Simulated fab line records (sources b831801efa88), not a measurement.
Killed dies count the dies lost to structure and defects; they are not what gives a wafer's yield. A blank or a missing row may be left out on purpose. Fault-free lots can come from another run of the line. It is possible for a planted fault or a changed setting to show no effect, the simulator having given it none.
Which of the tools did it? ; flow gf180mcu ; 6 lots, 18 wafers sampled, at 2 steps of a route of 602

WHAT THE GAUGES SHOWED, per wafer
GF_HV_LDD_THK_MEAS_55.
lot;measured;on;HV_LDD_CVD_54_THK (nm)
L641;day 12 18:02;filmMetro-01;9.89 9.86 9.90
L644;day 13 13:47;filmMetro-01;9.99 10.20 9.94
L654;day 17 08:08;filmMetro-01;9.93 10.00 10.00
L657;day 18 02:40;filmMetro-01;10.07 9.94 9.95
L659;day 18 22:11;filmMetro-01;9.98 10.06 9.95
L662;day 20 08:53;filmMetro-04;9.98 10.03 9.84

TOOL THAT RAN EACH LOT (tool first, then ch and the chambers of the sampled wafers, then the start)
lot;GF_HV_LDD_CVD_54
L641;lpcvd-01 ch 1, day 12 17:01
L644;lpcvd-02 ch 1, day 13 12:46
L654;lpcvd-02 ch 1, day 17 07:06
L657;lpcvd-02 ch 0, day 18 01:38
L659;lpcvd-02 ch 1, day 18 21:09
L662;lpcvd-01 ch 1, day 20 07:21
- GF_HV_LDD_CVD_54: deposits SiO2 from TEOS, target thk 10 nm, time 75 s.

THE ANSWER, worked out from the rows above alone
Rule: the lots themselves supply what counts as usual. The widest of any qualifying gaps counts: lots, ordered by their means at a reading, are off when they make up no more than a third of the lots, leave a main group of 4 or more, and stand apart from it by 3 or more times the standard deviation of that group's means. A main group whose means are all the same, to the digits that the tables above print for the reading, isn't used. Also off: a lot with no number at a reading for which 4 or more lots have one. The other lots that the step has rows for count as sound.
No lot is off at any reading shown: from this, nothing can be told.

WHAT THE SIMULATOR HAD INSERTED
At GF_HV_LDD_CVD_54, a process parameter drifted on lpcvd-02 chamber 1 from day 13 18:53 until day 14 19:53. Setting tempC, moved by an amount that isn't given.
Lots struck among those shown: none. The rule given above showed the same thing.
